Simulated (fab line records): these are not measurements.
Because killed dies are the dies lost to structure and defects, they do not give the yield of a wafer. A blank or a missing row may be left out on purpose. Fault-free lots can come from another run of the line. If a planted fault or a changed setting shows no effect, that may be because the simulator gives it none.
fab line records :: flow sky130
record:
  lots: 5
  wafers: 15
  last_day: 50
route steps=708 shown CONTACT@412 PAD_OPEN@708
lots that met no fault: taken from a fault-free run of the same line
start_h: the number of hours between the record's first day and the start of the first shown wafer of the lot :: wait_h: hours since the lot's step before :: " unchanged from the row above :: L1.1+2: a single row standing in for several wafers :: - no value, or no start given :: * or withheld: withheld :: < > ~ a bound
route shown NAME@n: a module of which the file shows steps, and the number in the route of the first :: usual: mean/standard deviation of fault-free wafers :: same: alike in all rows :: chamber/n: place in a boat :: sites: each site's reading :: _std_site: how widely they spread, as a standard deviation :: _edge_site: inner sites' mean taken away from outer sites' mean :: radius_mm: how far each site lies from the wafer's centre :: mask NAME#n: copy n :: behind: tool/chamber where the wafer was last shaped :: hold: cause of the lot's hold/its duration in hours/its outcome :: device: the n, p or np transistor that did not switch :: end of line: at the end of the route, the tests of the same wafers :: for a step that has no rows: nothing shown but its recipe :: killed: at the first sort, the dies lost to defects and structure; wafer yield is something else :: map: a wafer's dies, marking killed ones x, the rest . and places with no die _
set.NAME: the run value of the setting; set.NAME@STEP: its run value at that earlier step :: model.NAME: the simulator's own value behind a step, which no gauge read
a table for each step, a row for each wafer; lots at some steps of the route
services: from which hour (start_h, from the record's first day; less than 0 if before it) a tool's chamber was out of use, for how many hours, and why
== steps ==
step: SKY_CONTACT_DEHYDRATE_06
recipe:
  temp_c: 200
  time_s: 60
step: SKY_CONTACT_HMDS_07
recipe:
  prime_time_s: 60
  prime_temp_c: 120
step: SKY_CONTACT_COAT_08
recipe:
  resist: BARC
  temp_c: withheld
  time_s: withheld
  spin_rpm: 3000
  resist_thk_nm: 60
step: SKY_CONTACT_COAT_09
recipe:
  resist: KrF-thick
  spin_rpm: 3000
  resist_thk_nm: 450
step: SKY_CONTACT_SOFTBAKE_10
recipe:
  temp_c: 100
  time_s: 90
  resist: KrF-thick
step: SKY_CONTACT_EXPOSE_11
recipe:
  mask_id: CTM1
  na: 0.8
  source_shape: annular
  sigma_inner: 0.55
  sigma_outer: 0.85
  target_cd_nm: 170
  dose_mj: 38
step: SKY_CONTACT_PEB_12
recipe:
  peb_temp_c: withheld
  peb_time_s: withheld
  resist: KrF-thick
step: SKY_CONTACT_DEVELOP_13
recipe:
  develop_time_s: 60
  resist: KrF-thick
  dev_temp_c: 21
step: SKY_CONTACT_CD_MEAS_14
recipe:
  target_cd_nm: 170
usual:
  cd_nm: 170.1/1.5
lot.wafer: L551.1
tool: cd_sem-02
chamber: -
start_h: 793.60
wait_h: -
cd_nm: 170.7

lot.wafer: L551.2
tool: cd_sem-02
chamber: -
start_h: 793.60
wait_h: -
cd_nm: 172.8

lot.wafer: L551.3
tool: cd_sem-02
chamber: -
start_h: 793.60
wait_h: -
cd_nm: 170.9

lot.wafer: L557.2
tool: cd_sem-02
chamber: -
start_h: 826.71
wait_h: -
cd_nm: 169.9

lot.wafer: L557.4
tool: cd_sem-02
chamber: -
start_h: 826.71
wait_h: -
cd_nm: 172.2

lot.wafer: L557.6
tool: cd_sem-02
chamber: -
start_h: 826.71
wait_h: -
cd_nm: 171.1

lot.wafer: L561.4
tool: cd_sem-02
chamber: -
start_h: 856.56
wait_h: -
cd_nm: 173.5

lot.wafer: L561.5
tool: cd_sem-02
chamber: -
start_h: 856.56
wait_h: -
cd_nm: 173.1

lot.wafer: L561.6
tool: cd_sem-02
chamber: -
start_h: 856.56
wait_h: -
cd_nm: 174.4

lot.wafer: L565.3
tool: cd_sem-02
chamber: -
start_h: 885.88
wait_h: -
cd_nm: 170.6

lot.wafer: L565.5
tool: cd_sem-02
chamber: -
start_h: 885.88
wait_h: -
cd_nm: 170.0

lot.wafer: L565.6
tool: cd_sem-02
chamber: -
start_h: 885.88
wait_h: -
cd_nm: 169.2

lot.wafer: L567.1
tool: cd_sem-02
chamber: -
start_h: 903.35
wait_h: -
cd_nm: 170.3

lot.wafer: L567.2
tool: cd_sem-02
chamber: -
start_h: 903.35
wait_h: -
cd_nm: 170.3

lot.wafer: L567.3
tool: cd_sem-02
chamber: -
start_h: 903.35
wait_h: -
cd_nm: 170.9
step: SKY_CONTACT_OVL_MEAS_15
usual:
  CONTACT_OVL: -5/4.7
lot.wafer: L551.1
tool: overlay-02
chamber: -
start_h: 793.72
wait_h: 0.1
CONTACT_OVL[nm]: -6

lot.wafer: L551.2
tool: overlay-02
chamber: -
start_h: 793.72
wait_h: 0.1
CONTACT_OVL[nm]: -12

lot.wafer: L551.3
tool: overlay-02
chamber: -
start_h: 793.72
wait_h: 0.1
CONTACT_OVL[nm]: -12

lot.wafer: L557.2
tool: overlay-02
chamber: -
start_h: 826.82
wait_h: 0.1
CONTACT_OVL[nm]: -3

lot.wafer: L557.4
tool: overlay-02
chamber: -
start_h: 826.82
wait_h: 0.1
CONTACT_OVL[nm]: -6

lot.wafer: L557.6
tool: overlay-02
chamber: -
start_h: 826.82
wait_h: 0.1
CONTACT_OVL[nm]: -1

lot.wafer: L561.4
tool: overlay-02
chamber: -
start_h: 856.64
wait_h: 0.1
CONTACT_OVL[nm]: 1

lot.wafer: L561.5
tool: overlay-02
chamber: -
start_h: 856.64
wait_h: 0.1
CONTACT_OVL[nm]: -6

lot.wafer: L561.6
tool: overlay-02
chamber: -
start_h: 856.64
wait_h: 0.1
CONTACT_OVL[nm]: -2

lot.wafer: L565.3
tool: overlay-01
chamber: -
start_h: 885.98
wait_h: 0.1
CONTACT_OVL[nm]: 0

lot.wafer: L565.5
tool: overlay-01
chamber: -
start_h: 885.98
wait_h: 0.1
CONTACT_OVL[nm]: -10

lot.wafer: L565.6
tool: overlay-01
chamber: -
start_h: 885.98
wait_h: 0.1
CONTACT_OVL[nm]: -6

lot.wafer: L567.1
tool: overlay-02
chamber: -
start_h: 903.47
wait_h: 0.1
CONTACT_OVL[nm]: -3

lot.wafer: L567.2
tool: overlay-02
chamber: -
start_h: 903.47
wait_h: 0.1
CONTACT_OVL[nm]: -1

lot.wafer: L567.3
tool: overlay-02
chamber: -
start_h: 903.47
wait_h: 0.1
CONTACT_OVL[nm]: 6
step: SKY_CONTACT_ETCH_16
recipe:
  chemistry: N2/H2
  target: BARC
  ion_energy_ev: 200
  source_w: 500
  bias_w: 100
  pressure_mtorr: 30
  n2_flow_sccm: 100
  h2_flow_sccm: 200
  stop_on: SiO2
  time_s: 45.9
  target_depth_a: 600
usual:
  bias_w: 99.99/0.28
  drypump_motor_current_A: 5.9/0.43
  oes_product_au: 0.854/0.0046
  throttle_valve_pct: 13.225/0.0089
same:
  time_s: 45.9
lot.wafer: L551.1
tool: rie_diel-01
chamber: 3
start_h: 793.75
wait_h: 0.0
bias_w: 100.02
drypump_motor_current_A: 5.1
oes_product_au: 0.859
rf_hours_counter_h: 11
throttle_valve_pct: 13.228

lot.wafer: L551.2
tool: rie_diel-01
chamber: 0
start_h: 793.75
wait_h: 0.0
bias_w: 99.87
drypump_motor_current_A: 6.2
oes_product_au: 0.855
rf_hours_counter_h: 3
throttle_valve_pct: 13.225

lot.wafer: L551.3
tool: rie_diel-01
chamber: 1
start_h: 793.75
wait_h: 0.0
bias_w: 100.04
drypump_motor_current_A: 6.1
oes_product_au: 0.853
rf_hours_counter_h: 24
throttle_valve_pct: 13.225

lot.wafer: L557.2
tool: rie_diel-03
chamber: 0
start_h: 826.85
wait_h: 0.0
bias_w: 99.93
drypump_motor_current_A: 6.2
oes_product_au: 0.851
rf_hours_counter_h: 15
throttle_valve_pct: 13.226

lot.wafer: L557.4
tool: rie_diel-03
chamber: 3
start_h: 826.85
wait_h: 0.0
bias_w: 100.79
drypump_motor_current_A: 6.4
oes_product_au: 0.855
rf_hours_counter_h: 11
throttle_valve_pct: 13.219

lot.wafer: L557.6
tool: rie_diel-03
chamber: 1
start_h: 826.85
wait_h: 0.0
bias_w: 99.62
drypump_motor_current_A: 5.9
oes_product_au: 0.855
rf_hours_counter_h: -
throttle_valve_pct: 13.229

lot.wafer: L561.4
tool: rie_diel-01
chamber: 2
start_h: 856.65
wait_h: 0.0
bias_w: 99.85
drypump_motor_current_A: 5.7
oes_product_au: 0.849
rf_hours_counter_h: 19
throttle_valve_pct: 13.230

lot.wafer: L561.5
tool: rie_diel-01
chamber: 1
start_h: 856.65
wait_h: 0.0
bias_w: 100.18
drypump_motor_current_A: 6.0
oes_product_au: 0.865
rf_hours_counter_h: -
throttle_valve_pct: 13.243

lot.wafer: L561.6
tool: rie_diel-01
chamber: 2
start_h: 856.65
wait_h: 0.0
bias_w: 99.51
drypump_motor_current_A: 5.7
oes_product_au: 0.851
rf_hours_counter_h: -
throttle_valve_pct: 13.224

lot.wafer: L565.3
tool: rie_diel-04
chamber: 2
start_h: 886.00
wait_h: 0.0
bias_w: 100.13
drypump_motor_current_A: 6.2
oes_product_au: 0.860
rf_hours_counter_h: 3
throttle_valve_pct: 13.220

lot.wafer: L565.5
tool: rie_diel-04
chamber: 2
start_h: 886.00
wait_h: 0.0
bias_w: 100.22
drypump_motor_current_A: 6.2
oes_product_au: 0.852
rf_hours_counter_h: -
throttle_valve_pct: 13.227

lot.wafer: L565.6
tool: rie_diel-04
chamber: 0
start_h: 886.00
wait_h: 0.0
bias_w: 100.47
drypump_motor_current_A: 5.5
oes_product_au: 0.861
rf_hours_counter_h: -
throttle_valve_pct: 13.225

lot.wafer: L567.1
tool: rie_diel-03
chamber: 1
start_h: 903.50
wait_h: 0.0
bias_w: 100.07
drypump_motor_current_A: 5.9
oes_product_au: 0.854
rf_hours_counter_h: 25
throttle_valve_pct: 13.215

lot.wafer: L567.2
tool: rie_diel-03
chamber: 2
start_h: 903.50
wait_h: 0.0
bias_w: 99.91
drypump_motor_current_A: 6.5
oes_product_au: 0.854
rf_hours_counter_h: 6
throttle_valve_pct: 13.225

lot.wafer: L567.3
tool: rie_diel-03
chamber: 0
start_h: 903.50
wait_h: 0.0
bias_w: 99.80
drypump_motor_current_A: 6.1
oes_product_au: 0.852
rf_hours_counter_h: 18
throttle_valve_pct: 13.247
step: SKY_CONTACT_ETCH_17
recipe:
  target: SiO2
  chemistry: C4F8/O2/Ar
  stop_on: Si3N4
  mask_material: KrF-thick
  source_w: 1500
  bias_w: 1200
  pressure_mtorr: 40
  c4f8_flow_sccm: withheld
  O2_flow_sccm: 6
  Ar_flow_sccm: 300
  time_s: withheld
  target_depth_a: 3400
usual:
  bias_w: 1200/3.5
  oes_product_au: 0.892/0.005
lot.wafer: L551.1
tool: rie_diel-01
chamber: 3
start_h: 793.80
wait_h: 0.0
bias_w: 1203
oes_product_au: 0.893

lot.wafer: L551.2
tool: rie_diel-01
chamber: 0
start_h: 793.80
wait_h: 0.0
bias_w: 1196
oes_product_au: 0.885

lot.wafer: L551.3
tool: rie_diel-01
chamber: 1
start_h: 793.80
wait_h: 0.0
bias_w: 1199
oes_product_au: 0.896

lot.wafer: L557.2
tool: rie_diel-03
chamber: 0
start_h: 826.89
wait_h: 0.0
bias_w: 1192
oes_product_au: 0.881

lot.wafer: L557.4
tool: rie_diel-03
chamber: 3
start_h: 826.89
wait_h: 0.0
bias_w: 1197
oes_product_au: 0.894

lot.wafer: L557.6
tool: rie_diel-03
chamber: 1
start_h: 826.89
wait_h: 0.0
bias_w: 1200
oes_product_au: 0.896

lot.wafer: L561.4
tool: rie_diel-01
chamber: 2
start_h: 856.70
wait_h: 0.0
bias_w: 1213
oes_product_au: 0.887

lot.wafer: L561.5
tool: rie_diel-01
chamber: 1
start_h: 856.70
wait_h: 0.0
bias_w: 1200
oes_product_au: 0.889

lot.wafer: L561.6
tool: rie_diel-01
chamber: 2
start_h: 856.70
wait_h: 0.0
bias_w: 1205
oes_product_au: 0.886

lot.wafer: L565.3
tool: rie_diel-04
chamber: 2
start_h: 886.04
wait_h: 0.0
bias_w: 1199
oes_product_au: 0.887

lot.wafer: L565.5
tool: rie_diel-04
chamber: 2
start_h: 886.04
wait_h: 0.0
bias_w: 1197
oes_product_au: 0.894

lot.wafer: L565.6
tool: rie_diel-04
chamber: 0
start_h: 886.04
wait_h: 0.0
bias_w: 1202
oes_product_au: 0.886

lot.wafer: L567.1
tool: rie_diel-03
chamber: 1
start_h: 903.55
wait_h: 0.0
bias_w: 1194
oes_product_au: 0.897

lot.wafer: L567.2
tool: rie_diel-03
chamber: 2
start_h: 903.55
wait_h: 0.0
bias_w: 1198
oes_product_au: 0.896

lot.wafer: L567.3
tool: rie_diel-03
chamber: 0
start_h: 903.55
wait_h: 0.0
bias_w: 1197
oes_product_au: 0.891
step: SKY_CONTACT_ETCH_18
recipe:
  target: Si3N4
  chemistry: CHF3/O2
  stop_on: TiN
  source_w: 600
  bias_w: 200
  pressure_mtorr: 40
  chf3_flow_sccm: 50
  O2_flow_sccm: 5
  time_s: 39
  target_depth_a: 750
usual:
  bias_w: 200.0/0.57
  drypump_motor_current_A: 5.9/0.43
  oes_product_au: 0.855/0.0083
  throttle_valve_pct: 8.792/0.0091
same:
  time_s: 39
lot.wafer: L551.1
tool: rie_diel-01
chamber: 3
start_h: 793
wait_h: -
bias_w: 199.8
drypump_motor_current_A: 5.1
oes_product_au: 0.836
rf_hours_counter_h: 11
throttle_valve_pct: 8.779
model.KrF-thick_of_CONTACT_COAT_09.thk_nm: 243.8
model.TiN_of_LOCAL_INTERCONNECT_SPUTTER_00.thk_nm: 99.96

lot.wafer: L551.2
tool: rie_diel-01
chamber: 0
start_h: 793
wait_h: -
bias_w: 199.7
drypump_motor_current_A: 6.2
oes_product_au: 0.852
rf_hours_counter_h: 3
throttle_valve_pct: 8.777
model.KrF-thick_of_CONTACT_COAT_09.thk_nm: 242.8
model.TiN_of_LOCAL_INTERCONNECT_SPUTTER_00.thk_nm: 100.4

lot.wafer: L551.3
tool: rie_diel-01
chamber: 1
start_h: 793
wait_h: -
bias_w: 199.1
drypump_motor_current_A: 6.1
oes_product_au: 0.861
rf_hours_counter_h: 24
throttle_valve_pct: 8.794
model.KrF-thick_of_CONTACT_COAT_09.thk_nm: 241
model.TiN_of_LOCAL_INTERCONNECT_SPUTTER_00.thk_nm: 100.6

lot.wafer: L557.2
tool: rie_diel-03
chamber: 0
start_h: 826
wait_h: -
bias_w: 200.3
drypump_motor_current_A: 6.1
oes_product_au: 0.846
rf_hours_counter_h: 15
throttle_valve_pct: 8.784
model.KrF-thick_of_CONTACT_COAT_09.thk_nm: 239.4
model.TiN_of_LOCAL_INTERCONNECT_SPUTTER_00.thk_nm: 100.3

lot.wafer: L557.4
tool: rie_diel-03
chamber: 3
start_h: 826
wait_h: -
bias_w: 201.6
drypump_motor_current_A: 6.3
oes_product_au: 0.841
rf_hours_counter_h: 11
throttle_valve_pct: 8.790
model.KrF-thick_of_CONTACT_COAT_09.thk_nm: 242.8
model.TiN_of_LOCAL_INTERCONNECT_SPUTTER_00.thk_nm: 99.58

lot.wafer: L557.6
tool: rie_diel-03
chamber: 1
start_h: 826
wait_h: -
bias_w: 200.6
drypump_motor_current_A: 5.9
oes_product_au: 0.860
rf_hours_counter_h: -
throttle_valve_pct: 8.797
model.KrF-thick_of_CONTACT_COAT_09.thk_nm: 240.8
model.TiN_of_LOCAL_INTERCONNECT_SPUTTER_00.thk_nm: 99.89

lot.wafer: L561.4
tool: rie_diel-01
chamber: 2
start_h: 856
wait_h: -
bias_w: 302.6
drypump_motor_current_A: 5.7
oes_product_au: 0.861
rf_hours_counter_h: 19
throttle_valve_pct: 8.816
model.KrF-thick_of_CONTACT_COAT_09.thk_nm: 227.1
model.TiN_of_LOCAL_INTERCONNECT_SPUTTER_00.thk_nm: 97.77

lot.wafer: L561.5
tool: rie_diel-01
chamber: 1
start_h: 856
wait_h: -
bias_w: 200.2
drypump_motor_current_A: 6.0
oes_product_au: 0.854
rf_hours_counter_h: -
throttle_valve_pct: 8.784
model.KrF-thick_of_CONTACT_COAT_09.thk_nm: 242.2
model.TiN_of_LOCAL_INTERCONNECT_SPUTTER_00.thk_nm: 99.83

lot.wafer: L561.6
tool: rie_diel-01
chamber: 2
start_h: 856
wait_h: -
bias_w: 302.3
drypump_motor_current_A: 5.7
oes_product_au: 0.846
rf_hours_counter_h: -
throttle_valve_pct: 8.779
model.KrF-thick_of_CONTACT_COAT_09.thk_nm: 228.2
model.TiN_of_LOCAL_INTERCONNECT_SPUTTER_00.thk_nm: 98.16

lot.wafer: L565.3
tool: rie_diel-04
chamber: 2
start_h: 886
wait_h: -
bias_w: 199.4
drypump_motor_current_A: 6.2
oes_product_au: 0.846
rf_hours_counter_h: 3
throttle_valve_pct: 8.800
model.KrF-thick_of_CONTACT_COAT_09.thk_nm: 244
model.TiN_of_LOCAL_INTERCONNECT_SPUTTER_00.thk_nm: 99.02

lot.wafer: L565.5
tool: rie_diel-04
chamber: 2
start_h: 886
wait_h: -
bias_w: 200.0
drypump_motor_current_A: 6.2
oes_product_au: 0.865
rf_hours_counter_h: -
throttle_valve_pct: 8.787
model.KrF-thick_of_CONTACT_COAT_09.thk_nm: 245.1
model.TiN_of_LOCAL_INTERCONNECT_SPUTTER_00.thk_nm: 99.35

lot.wafer: L565.6
tool: rie_diel-04
chamber: 0
start_h: 886
wait_h: -
bias_w: 199.7
drypump_motor_current_A: 5.5
oes_product_au: 0.878
rf_hours_counter_h: -
throttle_valve_pct: 8.797
model.KrF-thick_of_CONTACT_COAT_09.thk_nm: 247.4
model.TiN_of_LOCAL_INTERCONNECT_SPUTTER_00.thk_nm: 98.74

lot.wafer: L567.1
tool: rie_diel-03
chamber: 1
start_h: 903
wait_h: -
bias_w: 200.1
drypump_motor_current_A: 5.9
oes_product_au: 0.841
rf_hours_counter_h: 25
throttle_valve_pct: 8.812
model.KrF-thick_of_CONTACT_COAT_09.thk_nm: 238.7
model.TiN_of_LOCAL_INTERCONNECT_SPUTTER_00.thk_nm: 99.35

lot.wafer: L567.2
tool: rie_diel-03
chamber: 2
start_h: 903
wait_h: -
bias_w: 199.0
drypump_motor_current_A: 6.5
oes_product_au: 0.842
rf_hours_counter_h: 6
throttle_valve_pct: 8.784
model.KrF-thick_of_CONTACT_COAT_09.thk_nm: 243.7
model.TiN_of_LOCAL_INTERCONNECT_SPUTTER_00.thk_nm: 99.71

lot.wafer: L567.3
tool: rie_diel-03
chamber: 0
start_h: 903
wait_h: -
bias_w: 200.5
drypump_motor_current_A: 6.1
oes_product_au: 0.844
rf_hours_counter_h: 18
throttle_valve_pct: 8.782
model.KrF-thick_of_CONTACT_COAT_09.thk_nm: 239
model.TiN_of_LOCAL_INTERCONNECT_SPUTTER_00.thk_nm: 99.9
step: SKY_CONTACT_STRIP_19
recipe:
  chemistry: O2/N2
  power_w: 1400
  pressure_mtorr: 1500
  platen_temp_c: withheld
  o2_flow_sccm: 3000
  n2_flow_sccm: 300
  overash_fraction: 0.5
usual:
  drypump_motor_current_A: 6.1/0.46
  oes_product_au: 0.380/0.0046
  strip_time_to_endpoint_s: 3.61/0.032
lot.wafer: L551.1
tool: plasma_asher-02
chamber: 1
start_h: 793.89
wait_h: -
drypump_motor_current_A: 6.0
oes_product_au: 0.381
rf_hours_counter_h: 68
strip_time_to_endpoint_s: 3.63

lot.wafer: L551.2
tool: plasma_asher-02
chamber: 0
start_h: 793.89
wait_h: -
drypump_motor_current_A: 5.4
oes_product_au: 0.380
rf_hours_counter_h: 68
strip_time_to_endpoint_s: 3.62

lot.wafer: L551.3
tool: plasma_asher-02
chamber: 1
start_h: 793.89
wait_h: -
drypump_motor_current_A: 6.1
oes_product_au: 0.375
rf_hours_counter_h: -
strip_time_to_endpoint_s: 3.60

lot.wafer: L557.2
tool: plasma_asher-04
chamber: 0
start_h: 826.98
wait_h: -
drypump_motor_current_A: 6.3
oes_product_au: 0.379
rf_hours_counter_h: 9
strip_time_to_endpoint_s: 3.58

lot.wafer: L557.4
tool: plasma_asher-04
chamber: 1
start_h: 826.98
wait_h: -
drypump_motor_current_A: 6.8
oes_product_au: 0.385
rf_hours_counter_h: -
strip_time_to_endpoint_s: 3.61

lot.wafer: L557.6
tool: plasma_asher-04
chamber: 0
start_h: 826.98
wait_h: -
drypump_motor_current_A: 6.3
oes_product_au: 0.381
rf_hours_counter_h: -
strip_time_to_endpoint_s: 3.60

lot.wafer: L561.4
tool: plasma_asher-02
chamber: 1
start_h: 856.82
wait_h: -
drypump_motor_current_A: 6.1
oes_product_au: 0.380
rf_hours_counter_h: -
strip_time_to_endpoint_s: 3.44

lot.wafer: L561.5
tool: plasma_asher-02
chamber: 1
start_h: 856.82
wait_h: -
drypump_motor_current_A: 6.0
oes_product_au: 0.389
rf_hours_counter_h: -
strip_time_to_endpoint_s: 3.61

lot.wafer: L561.6
tool: plasma_asher-02
chamber: 0
start_h: 856.82
wait_h: -
drypump_motor_current_A: 5.4
oes_product_au: 0.376
rf_hours_counter_h: -
strip_time_to_endpoint_s: 3.47

lot.wafer: L565.3
tool: plasma_asher-04
chamber: 0
start_h: 886.17
wait_h: -
drypump_motor_current_A: 6.3
oes_product_au: 0.383
rf_hours_counter_h: -
strip_time_to_endpoint_s: 3.63

lot.wafer: L565.5
tool: plasma_asher-04
chamber: 0
start_h: 886.17
wait_h: -
drypump_motor_current_A: 6.3
oes_product_au: 0.388
rf_hours_counter_h: -
strip_time_to_endpoint_s: 3.64

lot.wafer: L565.6
tool: plasma_asher-04
chamber: 1
start_h: 886.17
wait_h: -
drypump_motor_current_A: 6.8
oes_product_au: 0.383
rf_hours_counter_h: -
strip_time_to_endpoint_s: 3.67

lot.wafer: L567.1
tool: plasma_asher-04
chamber: 0
start_h: 903.64
wait_h: -
drypump_motor_current_A: 6.3
oes_product_au: 0.376
rf_hours_counter_h: 16
strip_time_to_endpoint_s: 3.58

lot.wafer: L567.2
tool: plasma_asher-04
chamber: 1
start_h: 903.64
wait_h: -
drypump_motor_current_A: 6.8
oes_product_au: 0.377
rf_hours_counter_h: 16
strip_time_to_endpoint_s: 3.62

lot.wafer: L567.3
tool: plasma_asher-04
chamber: 0
start_h: 903.64
wait_h: -
drypump_motor_current_A: 6.3
oes_product_au: 0.380
rf_hours_counter_h: -
strip_time_to_endpoint_s: 3.57
step: SKY_CONTACT_STRIP_20
recipe:
  chemistry: post_etch_residue_remover
  time_s: 1200
  temp_c: 72.5
step: SKY_PAD_OPEN_PROBE_99
usual:
  killed_at_M0_to_M3: 44/6.7
  killed_at_M4_up: 3.1/1.8
  killed_at_contacts: 24/5.1
  killed_at_front_end: 16/4.7
  killed_at_other: 0.3/0.59
  killed_dies: 88/9.6
  killed_open: 48/7.3
  killed_short: 39/6.5
same:
  gross_dies: 492
  killed_at_back_side: 0
lot.wafer: L557.2
tool: prober-02
chamber: -
start_h: 1148.21
wait_h: 0.1
killed_at_M0_to_M3: 39
killed_at_M4_up: 5
killed_at_contacts: 26
killed_at_front_end: 22
killed_at_other: 0
killed_dies: 92
killed_open: 52
killed_short: 40

lot.wafer: L557.4
tool: prober-02
chamber: -
start_h: 1148.31
wait_h: 0.2
killed_at_M0_to_M3: 37
killed_at_M4_up: 5
killed_at_contacts: 25
killed_at_front_end: 13
killed_at_other: 0
killed_dies: 80
killed_open: 45
killed_short: 35

lot.wafer: L557.6
tool: prober-02
chamber: -
start_h: 1148.41
wait_h: 0.2
killed_at_M0_to_M3: 38
killed_at_M4_up: 3
killed_at_contacts: 22
killed_at_front_end: 12
killed_at_other: 1
killed_dies: 76
killed_open: 48
killed_short: 28

lot.wafer: L565.3
tool: prober-02
chamber: -
start_h: 1184.15
wait_h: 0.2
killed_at_M0_to_M3: 37
killed_at_M4_up: 2
killed_at_contacts: 20
killed_at_front_end: 23
killed_at_other: 0
killed_dies: 82
killed_open: 46
killed_short: 35

lot.wafer: L565.5
tool: prober-02
chamber: -
start_h: 1184.25
wait_h: 0.2
killed_at_M0_to_M3: 42
killed_at_M4_up: 3
killed_at_contacts: 25
killed_at_front_end: 19
killed_at_other: 0
killed_dies: 89
killed_open: 51
killed_short: 36

lot.wafer: L565.6
tool: prober-02
chamber: -
start_h: 1184.30
wait_h: 0.2
killed_at_M0_to_M3: 34
killed_at_M4_up: 3
killed_at_contacts: 22
killed_at_front_end: 17
killed_at_other: 0
killed_dies: 76
killed_open: 46
killed_short: 29
killed by level:class
L557.2 CONTACT:geometric_particle:open=11 LI_CONTACT:geometric_particle:open=8 VIA1:geometric_particle:open=8 VIA1:geometric_particle:short=6 VIA2:geometric_particle:open=6 FIELD_ISO:geometric_particle:open=5 POLY_GATE:geometric_particle:short=5 VIA3:geometric_particle:open=5
L557.4 LI_CONTACT:geometric_particle:open=8 METAL2:geometric_particle:short=7 VIA3:geometric_particle:open=7 CONTACT:geometric_particle:open=5 VIA1:geometric_particle:open=5 VIA2:geometric_particle:open=5 FIELD_ISO:geometric_particle:open=4 CONTACT:geometric_particle:short=4
L557.6 CONTACT:geometric_particle:open=14 VIA2:geometric_particle:open=8 VIA1:geometric_particle:open=6 VIA3:geometric_particle:open=5 POLY_GATE:geometric_particle:open=4 VIA1:geometric_particle:short=4 FIELD_ISO:geometric_particle:open=3 SONOS_ONO:geometric_particle:short=3
L565.3 VIA1:geometric_particle:open=12 POLY_GATE:geometric_particle:short=9 POLY_GATE:geometric_particle:open=7 VIA2:geometric_particle:open=6 CONTACT:geometric_particle:short=5 LOCAL_INTERCONNECT:geometric_particle:short=5 CONTACT:geometric_particle:open=5 VIA3:geometric_particle:open=5
L565.5 CONTACT:geometric_particle:open=12 VIA1:geometric_particle:open=10 FIELD_ISO:geometric_particle:open=6 VIA1:geometric_particle:short=6 LI_CONTACT:geometric_particle:open=6 VIA3:geometric_particle:open=6 POLY_GATE:geometric_particle:short=4 VIA2:geometric_particle:open=4
L565.6 CONTACT:geometric_particle:open=14 POLY_GATE:geometric_particle:open=7 VIA1:geometric_particle:short=6 VIA1:geometric_particle:open=6 VIA2:geometric_particle:open=6 VIA3:geometric_particle:open=6 POLY_GATE:geometric_particle:short=4 METAL2:geometric_particle:short=3
== services ==
tool: rie_diel-04
chamber: -
start_h: 781.42
hours: 28.1
kind: pm

tool: plasma_asher-02
chamber: -
start_h: 795.95
hours: 7.0
kind: repair

tool: rie_diel-04
chamber: -
start_h: 814.97
hours: 0.7
kind: repair

tool: rie_diel-01
chamber: -
start_h: 822.17
hours: 1.6
kind: repair

tool: rie_diel-01
chamber: -
start_h: 823.73
hours: 0.3
kind: repair

tool: rie_diel-01
chamber: 0
start_h: 829.36
hours: 2.4
kind: repair

tool: rie_diel-04
chamber: -
start_h: 829.96
hours: 0.9
kind: repair

tool: rie_diel-04
chamber: 3
start_h: 834.88
hours: 4.1
kind: repair

tool: rie_diel-03
chamber: 1
start_h: 856.05
hours: 11.5
kind: repair

tool: rie_diel-01
chamber: 2
start_h: 862.50
hours: 14.0
kind: repair

tool: rie_diel-04
chamber: 1
start_h: 881.91
hours: 5.6
kind: repair

tool: rie_diel-03
chamber: -
start_h: 895.47
hours: 0.6
kind: repair

tool: plasma_asher-02
chamber: -
start_h: 901.22
hours: 9.8
kind: repair

tool: rie_diel-01
chamber: 3
start_h: 903.31
hours: 7.0
kind: repair
== key ==
first_sign:
  step: SKY_CONTACT_ETCH_18
  reading: bias_w
  direction: up
  sigmas: 99+
  usual: 200.0
  struck: 302.5
effect:
  step: SKY_CONTACT_STRIP_19
  reading: strip_time_to_endpoint_s
  direction: down
  sigmas: 4.8
  usual: *
  struck: *
model_effect:
  step: SKY_CONTACT_ETCH_18
  value: KrF-thick_of_CONTACT_COAT_09.thk_nm
  without: 240.7
  struck: 227.6
met_at SKY_CONTACT_ETCH_18
struck_wafers L561.4,L561.6
tester_left_out L561
fault:
  kind: process_parameter_drift
  tool: rie_diel-01
  chamber: 2
  onset_h: 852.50
  steps: SKY_CONTACT_ETCH_18
  channel: bias_w
  offset: 101.94
  shape: step
  end_h: 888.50
  acts_in: these_recipes_only
  stated: 200
tester_left_out: of these lots the tester's yield and bins aren't shown, on N5 and GAA mostly nor the transistor test; their killed dies are dies lost to structure and defects alone, not to doping, threshold or leakage, so they don't give the yield
